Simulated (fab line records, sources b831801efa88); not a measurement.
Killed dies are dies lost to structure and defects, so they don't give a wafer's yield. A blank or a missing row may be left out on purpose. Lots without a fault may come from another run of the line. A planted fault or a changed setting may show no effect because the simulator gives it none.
Which tool did it? | flow gf180mcu | 7 lots, 21 wafers sampled, at 2 steps of a route of 602

WHAT THE GAUGES READ, wafer by wafer
GF_V5_THK_MEAS_03.
lot  | measured     | on            | V5_CVD_02_THK (nm)
L260 | day 26 12:32 | film_metro-02 | 1439 1481 1483
L264 | day 27 23:39 | film_metro-02 | 1425 1451 1452
L268 | day 29 05:07 | film_metro-01 | 1466 1467 1471
L273 | day 30 15:19 | film_metro-02 | 1446 1441 1451
L276 | day 31 07:03 | film_metro-01 | 1458 1464 1494
L279 | day 32 02:29 | film_metro-01 | 1443 1423 1421
L281 | day 32 14:17 | film_metro-04 | 1469 1432 1459

WHICH TOOL RAN EACH LOT (tool, then ch and the chambers of the sampled wafers, then the start)
lot  | GF_MVSD_DEVELOP_06
L260 | litho_track-04 ch 0, day 4 14:00
L264 | litho_track-03 ch 0, day 5 16:00
L268 | litho_track-03 ch 0, day 6 14:00
L273 | litho_track-04 ch 0, day 7 20:00
L276 | litho_track-04 ch 0, day 8 13:00
L279 | litho_track-02 ch 0, day 9 06:00
L281 | litho_track-02 ch 0, day 9 16:00
- GF_MVSD_DEVELOP_06: develop time 60 s.

THE ANSWER, worked out from the rows above alone
Rule: what is usual is taken from the lots themselves. Put in order of their means at a reading, lots are off if they are a third of the lots or fewer, leave a main group of 4 or more, and stand apart from it by a gap of 3 or more times the standard deviation of the main group's means; of several such gaps the widest counts. A main group whose means are all the same, to the digits that the tables above print for the reading, isn't used. A lot without any number at a reading at which 4 lots or more have one is off too. The other lots that the step has rows for count as sound.
No lot is off at any reading shown: from this, nothing can be told.

WHAT THE SIMULATOR HAD PUT IN
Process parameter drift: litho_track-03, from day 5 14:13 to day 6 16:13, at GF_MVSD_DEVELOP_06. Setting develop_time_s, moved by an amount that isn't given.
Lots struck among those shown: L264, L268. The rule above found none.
